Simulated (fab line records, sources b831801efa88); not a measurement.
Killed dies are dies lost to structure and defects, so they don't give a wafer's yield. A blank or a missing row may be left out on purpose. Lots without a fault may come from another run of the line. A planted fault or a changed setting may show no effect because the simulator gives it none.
fab line records | flow sky130
record lots=24 wafers=72 last_day=50
route steps=708 shown FIELD_ISO@5 NWELL@81 VT_ADJUST_LVTN@117 VIA2@528 VIA3@586 CAP2M@604
lots that met no fault: from a run of the same line without faults
start_h: hours from the record's first day to the start of the lot's first wafer shown | wait_h: hours since the lot's step before | " the same as in the row above | L1.1+2: a row that stands for several wafers | - no value, or no start given | * or withheld: withheld | < > ~ a bound
route shown NAME@n: a module of which the file shows steps, and the number in the route of the first | usual: mean/standard deviation of fault-free wafers | same: alike in all rows | chamber/n: place in a boat | sites: the reading at each site | _std_site: their standard deviation | _edge_site: outer sites' mean less inner sites' | radius_mm: how far each site lies from the wafer's centre | mask NAME#n: copy n | behind: the tool/chamber that last shaped the wafer | hold: why the lot was held/for how many hours/how that ended | device: the transistor (n, p or np) that didn't switch | end of line: the same wafers' tests at the end of the route | a step without rows: its recipe alone | killed: dies lost to structure and defects at the first sort, not the wafer's yield | map: a wafer's dies, x killed, . not, _ none there
set.NAME: the setting as run; set.NAME@STEP: as run at that earlier step | model.NAME: the simulator's own value behind a step, which no gauge read
steps of the route over a sample of lots; a table a step, a row a wafer
services: from which hour (start_h, from the record's first day; less than 0 if before it) a tool's chamber was out of use, for how many hours, and why
## steps
# step SKY_FIELD_ISO_THK_MEAS_04
# recipe reads=Si3N4_of_FIELD_ISO_CVD_03
# usual FIELD_ISO_CVD_03_THK=166.0/1.4
# columns lot.wafer tool chamber start_h wait_h FIELD_ISO_CVD_03_THK[nm]
L074.1 film_metro-01 - 14.02 0.0 166.2
L074.2 " - " " 163.7
L074.3 " - " " 165.1
L075.1 film_metro-01 - 19.27 0.0 165.9
L075.2 " - " " 165.5
L075.6 " - " " 167.0
L076.2 film_metro-01 - 23.93 0.0 165.6
L076.3 " - " " 166.4
L076.5 " - " " 165.3
L077.1 film_metro-01 - 29.41 0.0 166.4
L077.3 " - " " 165.9
L077.6 " - " " 166.9
L078.2 film_metro-04 - 33.68 0.0 166.5
L078.4 " - " " 165.6
L078.6 " - " " 166.9
L079.2 film_metro-01 - 40.92 0.0 166.4
L079.3 " - " " 166.5
L079.4 " - " " 166.6
L080.1 film_metro-01 - 45.53 0.0 167.4
L080.2 " - " " 167.6
L080.4 " - " " 168.3
L081.1 film_metro-01 - 50.96 0.0 166.5
L081.4 " - " " 167.1
L081.5 " - " " 167.6
L082.1 film_metro-01 - 54.10 0.0 166.0
L082.5 " - " " 165.0
L082.6 " - " " 165.6
L083.1 film_metro-01 - 59.66 0.0 169.3
L083.4 " - " " 167.0
L083.5 " - " " 168.0
L084.1 film_metro-01 - 65.72 0.0 166.6
L084.4 " - " " 166.2
L084.6 " - " " 166.1
L085.1 film_metro-01 - 69.19 0.0 167.2
L085.4 " - " " 167.4
L085.5 " - " " 167.5
L086.4 film_metro-03 - 75.17 0.0 166.2
L086.5 " - " " 165.5
L086.6 " - " " 166.4
L087.1 film_metro-01 - 78.84 0.0 164.4
L087.2 " - " " 163.2
L087.3 " - " " 164.1
L088.4 film_metro-03 - 83.51 0.0 163.9
L088.5 " - " " 163.3
L088.6 " - " " 165.2
L089.1 film_metro-03 - 91.13 0.0 164.0
L089.3 " - " " 165.7
L089.5 " - " " 165.3
L090.1 film_metro-04 - 96.53 0.0 166.2
L090.2 " - " " 166.2
L090.5 " - " " 165.9
L091.3 film_metro-01 - 99.66 0.0 166.3
L091.5 " - " " 166.1
L091.6 " - " " 164.9
L092.1 film_metro-04 - 107.63 0.0 166.7
L092.5 " - " " 165.6
L092.6 " - " " 166.6
L093.1 film_metro-04 - 109.42 0.0 166.1
L093.2 " - " " 165.4
L093.4 " - " " 166.1
L094.3 film_metro-01 - 114.76 0.0 165.5
L094.5 " - " " 165.3
L094.6 " - " " 165.6
L095.2 film_metro-04 - 118.75 0.0 163.5
L095.5 " - " " 163.7
L095.6 " - " " 162.6
L096.1 film_metro-01 - 124.03 0.0 166.6
L096.2 " - " " 165.7
L096.5 " - " " 166.3
L097.2 film_metro-04 - 129.13 0.0 164.6
L097.3 " - " " 164.7
L097.5 " - " " 164.1
# step SKY_NWELL_RTA_28
# recipe temp_c=1050 time_s=30 idle_temp_c=650 ramp_up_c_per_s=150 ramp_down_c_per_s=90 ambient=N2
# usual chamber_o2_ppm=1.996/0.022 lamp_power_pct=25.31/0.051 ramp_up_c_per_s=150.00/0.028 wafer_temp_C_max=1054.7/0.93
# columns lot.wafer tool chamber start_h wait_h chamber_o2_ppm lamp_power_pct ramp_up_c_per_s wafer_temp_C_max
L074.1 rtp_anneal-02 0 99.89 0.0 1.969 25.31 149.99 1054.0
L074.2 " 0 " " 1.999 25.22 149.96 1055.4
L074.3 " 0 " " 1.990 25.25 150.01 1053.8
L075.1 rtp_anneal-02 0 110.99 0.0 2.014 25.29 150.01 1054.7
L075.2 " 0 " " 1.981 25.31 150.01 1053.1
L075.6 " 0 " " 1.999 25.29 150.02 1054.2
L076.2 rtp_anneal-02 0 117.65 0.0 1.976 25.37 149.94 1057.2
L076.3 " 0 " " 1.994 25.32 150.01 1054.3
L076.5 " 0 " " 1.977 25.39 149.98 1053.9
L077.1 rtp_anneal-02 0 119.53 0.0 1.998 25.29 150.01 1056.5
L077.3 " 0 " " 2.002 25.37 149.98 1056.4
L077.6 " 0 " " 1.977 25.32 149.94 1053.7
L078.2 rtp_anneal-02 0 124.99 0.0 2.005 25.32 150.03 1053.7
L078.4 " 0 " " 1.982 25.22 150.02 1056.5
L078.6 " 0 " " 2.024 25.33 150.03 1055.1
L079.2 rtp_anneal-02 0 132.39 0.0 1.951 25.35 149.98 1054.4
L079.3 " 0 " " 1.995 25.29 149.99 1055.0
L079.4 " 0 " " 1.961 25.25 149.99 1055.0
L080.1 rtp_anneal-02 0 140.40 0.0 1.994 25.25 149.98 1053.1
L080.2 " 0 " " 1.982 25.27 149.96 1053.5
L080.4 " 0 " " 1.963 25.29 149.96 1054.0
L081.1 rtp_anneal-02 0 147.68 0.0 2.037 25.34 150.00 1054.7
L081.4 " 0 " " 2.029 25.34 150.01 1056.5
L081.5 " 0 " " 2.018 25.33 149.96 1054.7
L082.1 rtp_anneal-02 0 149.53 0.0 2.008 25.28 149.99 1053.4
L082.5 " 0 " " 1.993 25.31 150.01 1054.8
L082.6 " 0 " " 2.010 25.45 150.00 1054.4
L083.1 rtp_anneal-01 0 154.98 0.0 1.997 25.30 149.94 1054.4
L083.4 " 0 " " 2.009 25.25 149.98 1054.9
L083.5 " 0 " " 1.986 25.38 150.04 1056.6
L084.1 rtp_anneal-02 0 166.03 0.0 1.982 25.33 149.96 1055.0
L084.4 " 0 " " 1.997 25.28 149.98 1055.1
L084.6 " 0 " " 1.994 25.36 149.95 1055.1
L085.1 rtp_anneal-02 0 175.93 0.0 1.967 25.27 149.97 1054.6
L085.4 " 0 " " 1.982 25.33 150.02 1053.4
L085.5 " 0 " " 2.014 25.29 150.05 1054.5
L086.4 rtp_anneal-01 0 177.03 0.1 2.034 25.39 150.00 1054.0
L086.5 " 0 " " 2.009 25.34 150.05 1054.6
L086.6 " 0 " " 2.006 25.32 150.03 1054.2
L087.1 rtp_anneal-01 0 182.56 0.0 1.998 25.28 150.03 1054.4
L087.2 " 0 " " 1.985 25.27 150.03 1055.0
L087.3 " 0 " " 2.038 25.27 150.05 1053.8
L088.4 rtp_anneal-02 0 187.99 0.1 1.985 25.36 149.95 1054.2
L088.5 " 0 " " 2.015 25.32 150.02 1054.2
L088.6 " 0 " " 2.022 25.29 149.97 1054.7
L089.1 rtp_anneal-02 0 195.68 0.0 1.984 25.23 150.03 1053.8
L089.3 " 0 " " 2.038 25.28 149.97 1054.7
L089.5 " 0 " " 2.038 25.35 149.98 1053.8
L090.1 rtp_anneal-01 0 202.56 0.0 1.982 25.40 150.01 1054.1
L090.2 " 0 " " 1.987 25.34 150.01 1054.3
L090.5 " 0 " " 1.992 25.33 150.02 1056.4
L091.3 rtp_anneal-02 0 204.32 0.0 1.976 25.33 149.98 1053.3
L091.5 " 0 " " 2.005 25.35 150.00 1056.5
L091.6 " 0 " " 1.996 25.23 150.00 1056.7
L092.1 rtp_anneal-02 0 225.45 0.0 1.977 25.42 149.98 1053.7
L092.5 " 0 " " 2.002 25.29 150.03 1054.1
L092.6 " 0 " " 1.978 25.31 150.00 1054.2
L093.1 rtp_anneal-01 0 226.48 0.0 1.975 25.29 149.94 1054.9
L093.2 " 0 " " 1.991 25.30 150.06 1053.8
L093.4 " 0 " " 1.996 25.29 149.99 1056.4
L095.2 rtp_anneal-02 0 234.74 0.0 2.037 25.35 149.99 1055.4
L095.5 " 0 " " 2.016 25.41 149.99 1054.3
L095.6 " 0 " " 1.996 25.38 150.04 1055.1
L094.3 rtp_anneal-01 0 234.89 0.0 2.019 25.33 150.01 1055.5
L094.5 " 0 " " 1.958 25.34 150.00 1055.8
L094.6 " 0 " " 1.986 25.37 150.01 1053.4
L096.1 rtp_anneal-02 0 237.83 0.0 1.976 25.34 150.04 1054.5
L096.2 " 0 " " 1.985 25.32 150.02 1056.1
L096.5 " 0 " " 1.971 25.34 149.98 1054.4
L097.2 rtp_anneal-01 0 242.07 0.0 2.016 25.30 150.00 1055.4
L097.3 " 0 " " 1.990 25.32 149.99 1054.7
L097.5 " 0 " " 2.003 25.24 150.02 1055.2
# step SKY_VT_ADJUST_LVTN_STRIP_20
# recipe chemistry=O2/N2 power_w=1400 pressure_mtorr=1500 platen_temp_c=withheld o2_flow_sccm=3000 n2_flow_sccm=300 overash_fraction=0.5
# usual drypump_motor_current_A=5.8/0.61 oes_product_au=0.716/0.0044 strip_time_to_endpoint_s=14.19/0.05
# columns lot.wafer tool chamber start_h wait_h drypump_motor_current_A oes_product_au rf_hours_counter_h strip_time_to_endpoint_s
L074.1 plasma_asher-01 0 156.38 0.1 5.3 0.715 45 14.19
L074.2 " 1 " " 6.5 0.710 45 14.18
L074.3 " 0 " " 5.4 0.715 - 14.17
L075.1 plasma_asher-03 1 168.04 0.1 6.5 0.719 5 14.09
L075.2 " 0 " " 5.2 0.719 5 14.12
L075.6 " 0 " " 5.2 0.718 - 14.08
L076.2 plasma_asher-01 0 176.73 0.1 5.3 0.710 47 14.20
L076.3 " 0 " " 5.3 0.711 - 14.18
L076.5 " 0 " " 5.3 0.715 - 14.18
L077.1 plasma_asher-01 0 178.28 0.1 5.3 0.715 47 14.18
L077.3 " 1 " " 6.6 0.720 - 14.16
L077.6 " 1 " " 6.5 0.713 - 14.13
L078.2 plasma_asher-03 1 183.77 0.1 6.5 0.717 7 14.18
L078.4 " 1 " " 6.5 0.710 - 14.25
L078.6 " 1 " " 6.5 0.713 - 14.25
L079.2 plasma_asher-04 1 192.08 0.1 5.1 0.714 41 14.20
L079.3 " 0 " " 6.1 0.716 - 14.21
L079.4 " 1 " " 5.2 0.728 - 14.19
L080.1 plasma_asher-01 1 200.73 0.1 6.6 0.710 50 14.23
L080.2 " 0 " " 5.3 0.722 50 14.18
L080.4 " 1 " " 6.5 0.724 - 14.22
L081.1 plasma_asher-01 0 211.12 0.1 5.3 0.716 50 14.05
L081.4 " 1 " " 6.5 0.713 - 14.05
L081.5 " 0 " " 5.3 0.712 - 14.08
L082.1 plasma_asher-03 0 212.73 0.1 5.2 0.713 9 14.19
L082.5 " 1 " " 6.5 0.713 - 14.20
L082.6 " 0 " " 5.2 0.721 - 14.21
L083.1 plasma_asher-03 1 218.68 0.1 6.5 0.719 10 14.24
L083.4 " 1 " " 6.6 0.713 - 14.23
L083.5 " 0 " " 5.2 0.718 - 14.22
L084.1 plasma_asher-01 0 231.64 0.1 5.3 0.714 52 14.19
L084.4 " 1 " " 6.6 0.714 - 14.18
L084.6 " 0 " " 5.3 0.710 - 14.19
L085.1 plasma_asher-01 1 242.06 0.1 6.6 0.713 53 14.22
L085.4 " 1 " " 6.5 0.712 - 14.26
L085.5 " 1 " " 6.6 0.717 - 14.25
L086.4 plasma_asher-01 0 243.45 0.1 5.3 0.709 - 14.17
L086.5 " 0 " " 5.3 0.721 - 14.16
L086.6 " 1 " " 6.6 0.715 - 14.17
L087.1 plasma_asher-03 1 249.81 0.1 6.5 0.710 13 14.17
L087.2 " 0 " " 5.2 0.715 13 14.12
L087.3 " 0 " " 5.2 0.710 - 14.20
L088.4 plasma_asher-03 0 255.55 0.1 5.2 0.717 - 14.15
L088.5 " 0 " " 5.2 0.719 - 14.13
L088.6 " 1 " " 6.5 0.715 - 14.19
L089.1 plasma_asher-04 1 265.29 0.1 5.2 0.717 47 14.22
L089.3 " 0 " " 6.1 0.716 - 14.20
L089.5 " 1 " " 5.2 0.728 - 14.26
L090.1 plasma_asher-04 1 271.84 0.1 5.2 0.716 48 14.22
L090.2 " 0 " " 6.1 0.716 48 14.25
L090.5 " 1 " " 5.2 0.715 - 14.20
L091.3 plasma_asher-03 0 274.08 0.1 5.2 0.708 - 14.19
L091.5 " 1 " " 6.5 0.714 - 14.20
L091.6 " 0 " " 5.2 0.715 - 14.17
L092.1 plasma_asher-01 1 297.42 0.1 6.5 0.720 59 14.27
L092.5 " 0 " " 5.3 0.718 - 14.26
L092.6 " 1 " " 6.6 0.722 - 14.28
L093.1 plasma_asher-04 0 299.09 0.1 6.2 0.717 51 14.17
L093.2 " 1 " " 5.2 0.716 51 14.16
L093.4 " 1 " " 5.2 0.721 - 14.17
L095.2 plasma_asher-04 0 307.96 0.1 6.2 0.716 52 14.21
L095.5 " 0 " " 6.1 0.718 - 14.20
L095.6 " 1 " " 5.2 0.713 - 14.23
L094.3 plasma_asher-01 1 308.03 0.1 6.5 0.715 - 14.12
L094.5 " 1 " " 6.5 0.721 - 14.20
L094.6 " 0 " " 5.3 0.711 - 14.12
L096.1 plasma_asher-01 1 312.71 0.1 6.5 0.715 61 14.23
L096.2 " 0 " " 5.3 0.721 61 14.18
L096.5 " 1 " " 6.5 0.713 - 14.17
L097.2 plasma_asher-04 1 316.34 0.1 5.2 0.720 53 14.15
L097.3 " 1 " " 5.2 0.712 - 14.16
L097.5 " 0 " " 6.1 0.717 - 14.17
# step SKY_VIA2_CVD_21
# recipe material=W target_thk_nm=420 time_s=126.4 temp_c=400 pressure_torr=40
# usual heater_power_w=839/57
# columns lot.wafer tool chamber start_h wait_h heater_power_w
L074.1 cvd_w-01 0 839.17 0.0 858
L074.2 " 1 " " 902
L074.3 " 0 " " 868
L075.1 cvd_w-02 1 851.39 0.0 809
L075.2 " 0 " " 837
L075.6 " 1 " " 782
L077.1 cvd_w-02 1 888.36 0.0 805
L077.3 " 0 " " 865
L077.6 " 1 " " 785
L078.2 cvd_w-02 1 890.95 0.0 812
L078.4 " 1 " " 773
L078.6 " 1 " " 800
L076.2 cvd_w-01 1 891.33 0.0 883
L076.3 " 0 " " 856
L076.5 " 1 " " 897
L079.2 cvd_w-02 1 892.25 0.0 793
L079.3 " 1 " " 771
L079.4 " 0 " " 845
L080.1 cvd_w-01 1 895.96 0.0 910
L080.2 " 0 " " 859
L080.4 " 0 " " 873
L081.1 cvd_w-01 0 902.20 0.0 866
L081.4 " 1 " " 891
L081.5 " 1 " " 863
L082.1 cvd_w-01 1 904.30 0.0 885
L082.5 " 0 " " 829
L082.6 " 1 " " 908
L083.1 cvd_w-01 1 911.23 0.0 918
L083.4 " 1 " " 901
L083.5 " 1 " " 906
L084.1 cvd_w-01 1 923.47 0.0 887
L084.4 " 0 " " 841
L084.6 " 0 " " 879
L085.1 cvd_w-02 1 936.38 0.0 729
L085.4 " 1 " " 719
L085.5 " 0 " " 843
L086.4 cvd_w-02 1 946.05 0.1 735
L086.5 " 0 " " 848
L086.6 " 1 " " 719
L087.1 cvd_w-02 0 949.15 0.0 827
L087.2 " 1 " " 736
L087.3 " 1 " " 737
L088.4 cvd_w-02 1 951.12 0.1 723
L088.5 " 0 " " 845
L088.6 " 1 " " 737
L089.1 cvd_w-02 1 954.20 0.0 753
L089.3 " 1 " " 721
L089.5 " 0 " " 856
L090.1 cvd_w-01 0 967.06 0.0 866
L090.2 " 1 " " 871
L090.5 " 0 " " 869
L091.3 cvd_w-01 0 967.24 0.1 880
L091.5 " 1 " " 897
L091.6 " 0 " " 857
L092.1 cvd_w-02 0 985.33 0.0 821
L092.5 " 0 " " 839
L092.6 " 1 " " 711
L093.1 cvd_w-01 1 989.51 0.0 895
L093.2 " 0 " " 848
L093.4 " 0 " " 857
L095.2 cvd_w-02 1 996.00 0.0 732
L095.5 " 1 " " 729
L095.6 " 0 " " 837
L094.3 cvd_w-02 1 997.26 0.1 741
L094.5 " 1 " " 734
L094.6 " 0 " " 840
L096.1 cvd_w-01 0 1000.67 0.0 864
L096.2 " 1 " " 896
L096.5 " 1 " " 902
L097.2 cvd_w-01 1 1006.14 0.0 904
L097.3 " 0 " " 881
L097.5 " 0 " " 864
# step SKY_VIA3_OVL_MEAS_13
# usual VIA3_OVL=1/6.8
# columns lot.wafer tool chamber start_h wait_h VIA3_OVL[nm]
L074.1 overlay-01 - 919.61 0.1 4
L074.2 " - " " -2
L074.3 " - " " 2
L075.1 overlay-02 - 931.41 0.1 4
L075.2 " - " " 3
L075.6 " - " " 2
L077.1 overlay-02 - 966.28 0.1 10
L077.3 " - " " 13
L077.6 " - " " 0
L078.2 overlay-02 - 968.34 0.1 7
L078.4 " - " " 3
L078.6 " - " " 4
L076.2 overlay-01 - 968.47 0.1 -5
L076.3 " - " " -1
L076.5 " - " " 7
L079.2 overlay-01 - 969.49 0.1 -4
L079.3 " - " " 2
L079.4 " - " " 1
L080.1 overlay-02 - 971.91 0.1 -7
L080.2 " - " " 0
L080.4 " - " " -1
L081.1 overlay-02 - 977.23 0.1 0
L081.4 " - " " 7
L081.5 " - " " -2
L082.1 overlay-01 - 980.38 0.1 -12
L082.5 " - " " -7
L082.6 " - " " -2
L083.1 overlay-02 - 986.38 0.1 8
L083.4 " - " " 0
L083.5 " - " " 7
L084.1 overlay-02 - 997.98 0.1 7
L084.4 " - " " 19
L084.6 " - " " 12
L085.1 overlay-02 - 1010.26 0.1 -6
L085.4 " - " " -14
L085.5 " - " " -10
L086.4 overlay-02 - 1019.59 0.1 -1
L086.5 " - " " -2
L086.6 " - " " 1
L087.1 overlay-01 - 1022.38 0.1 -1
L087.2 " - " " -12
L087.3 " - " " 0
L088.4 overlay-01 - 1024.24 0.1 6
L088.5 " - " " -2
L088.6 " - " " 5
L089.1 overlay-01 - 1026.38 0.1 -7
L089.3 " - " " -5
L089.5 " - " " 0
L090.1 overlay-02 - 1039.38 0.1 -11
L090.2 " - " " -8
L090.5 " - " " -8
L091.3 overlay-01 - 1039.57 0.1 2
L091.5 " - " " -5
L091.6 " - " " 6
L092.1 overlay-01 - 1056.28 0.1 9
L092.5 " - " " 5
L092.6 " - " " 13
L093.1 overlay-02 - 1060.81 0.1 10
L093.2 " - " " 1
L093.4 " - " " 2
L095.2 overlay-02 - 1066.47 0.1 -5
L095.5 " - " " -1
L095.6 " - " " 0
L094.3 overlay-02 - 1067.77 0.1 6
L094.5 " - " " 5
L094.6 " - " " -4
L096.1 overlay-02 - 1070.33 0.1 -8
L096.2 " - " " -8
L096.5 " - " " -8
L097.2 overlay-02 - 1074.53 0.1 6
L097.3 " - " " 7
L097.5 " - " " 12
# step SKY_CAP2M_THK_MEAS_01
# recipe reads=SiO2_of_CAP2M_CVD_00
# usual CAP2M_CVD_00_THK=15.54/0.23
# columns lot.wafer tool chamber start_h wait_h CAP2M_CVD_00_THK[nm]
L074.1 film_metro-02 - 921.18 - 15.59
L074.2 " - " " 15.63
L074.3 " - " " 15.75
L075.1 film_metro-04 - 933.01 - 15.20
L075.2 " - " " 15.11
L075.6 " - " " 15.57
L077.1 film_metro-02 - 967.89 - 15.16
L077.3 " - " " 15.40
L077.6 " - " " 15.41
L078.2 film_metro-02 - 969.95 - 15.23
L078.4 " - " " 15.64
L078.6 " - " " 15.39
L076.2 film_metro-01 - 970.04 - 15.16
L076.3 " - " " 15.25
L076.5 " - " " 15.33
L079.2 film_metro-04 - 971.12 - 15.46
L079.3 " - " " 15.42
L079.4 " - " " 15.85
L080.1 film_metro-01 - 973.64 - 15.52
L080.2 " - " " 15.27
L080.4 " - " " 15.64
L081.1 film_metro-04 - 978.86 - 15.26
L081.4 " - " " 15.60
L081.5 " - " " 15.64
L082.1 film_metro-02 - 982.39 - 15.20
L082.5 " - " " 15.48
L082.6 " - " " 15.78
L083.1 film_metro-01 - 988.38 - 15.53
L083.4 " - " " 15.61
L083.5 " - " " 15.75
L084.1 film_metro-01 - 1000.17 - 15.18
L084.4 " - " " 15.35
L084.6 " - " " 15.37
L085.1 film_metro-01 - 1011.84 - 15.69
L085.4 " - " " 16.08
L085.5 " - " " 15.65
L086.4 film_metro-02 - 1021.18 - 15.59
L086.5 " - " " 15.55
L086.6 " - " " 15.51
L087.1 film_metro-02 - 1023.96 - 15.71
L087.2 " - " " 15.34
L087.3 " - " " 15.66
L088.4 film_metro-01 - 1025.83 - 15.64
L088.5 " - " " 15.78
L088.6 " - " " 15.84
L089.1 film_metro-04 - 1028.04 - 15.81
L089.3 " - " " 16.07
L089.5 " - " " 16.17
L090.1 film_metro-01 - 1040.95 - 15.69
L090.2 " - " " 15.46
L090.5 " - " " 15.71
L091.3 film_metro-02 - 1041.19 - 15.97
L091.5 " - " " 15.83
L091.6 " - " " 15.82
L092.1 film_metro-04 - 1057.89 - 15.36
L092.5 " - " " 15.64
L092.6 " - " " 15.64
L093.1 film_metro-04 - 1062.42 - 15.49
L093.2 " - " " 15.55
L093.4 " - " " 15.68
L095.2 film_metro-02 - 1068.13 - 15.09
L095.5 " - " " 15.51
L095.6 " - " " 15.51
L094.3 film_metro-01 - 1069.35 - 15.49
L094.5 " - " " 15.67
L094.6 " - " " 15.58
L096.1 film_metro-01 - 1071.90 - 15.37
L096.2 " - " " 15.41
L096.5 " - " " 15.55
L097.2 film_metro-04 - 1076.11 - 15.58
L097.3 " - " " 15.47
L097.5 " - " " 16.05
## services
# columns tool chamber start_h hours kind
plasma_asher-01 - 85.26 33.3 repair
cvd_w-01 - 103.45 6.0 pm
cvd_w-02 - 139.47 2.8 pm
cvd_w-02 1 144.83 15.9 repair
cvd_w-01 0 181.50 4.5 repair
cvd_w-01 1 181.94 6.2 repair
cvd_w-02 0 207.88 11.7 repair
cvd_w-01 1 245.04 6.1 repair
cvd_w-01 - 256.97 4.3 pm
cvd_w-02 - 265.31 42.6 repair
cvd_w-01 - 390.00 14.0 pm
cvd_w-02 1 404.89 13.3 repair
cvd_w-02 0 457.81 8.3 repair
cvd_w-01 - 496.17 2.3 repair
rtp_anneal-02 - 501.52 2.9 pm
cvd_w-02 0 588.56 4.7 repair
cvd_w-02 0 619.97 2.6 repair
cvd_w-01 1 644.59 24.0 repair
cvd_w-01 - 682.53 2.8 pm
cvd_w-02 0 731.36 2.1 repair
cvd_w-02 0 811.66 13.0 repair
cvd_w-02 - 904.00 14.0 pm
cvd_w-01 - 935.77 5.5 repair
cvd_w-01 - 979.20 0.8 repair
## key
fault none
